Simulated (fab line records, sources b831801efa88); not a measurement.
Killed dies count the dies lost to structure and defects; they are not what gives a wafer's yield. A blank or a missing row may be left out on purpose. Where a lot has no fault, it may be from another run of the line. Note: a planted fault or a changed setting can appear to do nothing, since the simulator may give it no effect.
Matching of chambers + flow sky130 + SKY_VIA3_ETCH_15 on rie_diel-04: 4 sister chambers
The step etches SiO2 in C4F8/O2/Ar, stops on TiN, target depth 507 nm, time 78 s. 4 wafers are shown with their chamber, then 8 later ones without.

## WAFERS, EACH WITH ITS CHAMBER
| wafer  | chamber | oes_product_au (a.u.) |
|--------|---------|-----------------------|
| L076.3 | 2       | 0.947                 |
| L087.5 | 3       | 0.948                 |
| L089.5 | 0       | 0.954                 |
| L093.3 | 1       | 0.943                 |

## WAFERS WITHOUT THEIR CHAMBER
| wafer  | oes_product_au (a.u.) |
|--------|-----------------------|
| L093.4 | 0.940                 |
| L093.5 | 0.947                 |
| L094.1 | 0.944                 |
| L094.2 | 0.945                 |
| L094.6 | 0.946                 |
| L095.1 | 0.946                 |
| L095.2 | 0.951                 |
| L095.4 | 0.948                 |

## THE CHAMBER EACH PASSED THROUGH
| wafer  | from the rows above          | in truth                   |
|--------|------------------------------|----------------------------|
| L093.4 | 1                            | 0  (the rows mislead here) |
| L093.5 | can't be placed: 2 or 3      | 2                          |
| L094.1 | can't be placed: 1 or 2 or 3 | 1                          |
| L094.2 | can't be placed: 1 or 2 or 3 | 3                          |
| L094.6 | can't be placed: 2 or 3 or 1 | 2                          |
| L095.1 | can't be placed: 2 or 3 or 1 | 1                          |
| L095.2 | can't be placed: 0 or 3 or 2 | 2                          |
| L095.4 | can't be placed: 3 or 2      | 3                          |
Correctly placed: 0 of 8. From these rows, 7 cannot be placed; in 7 the true chamber is one of the candidates. Placed wrongly: 1.
How it was worked out, from the rows above alone: a wafer's distance from a chamber is the root of the sum, over the readings, of the square of ((its reading less the chamber's mean) divided by the reading's scatter). The wafer belongs to the nearest chamber; if the next one is less than 2 further off, it can't be placed. A chamber's mean is the mean of its shown wafers. The scatter (one wafer shown for each chamber): square how far every hidden wafer sits from the nearest shown wafer, average those squares and take the square root.
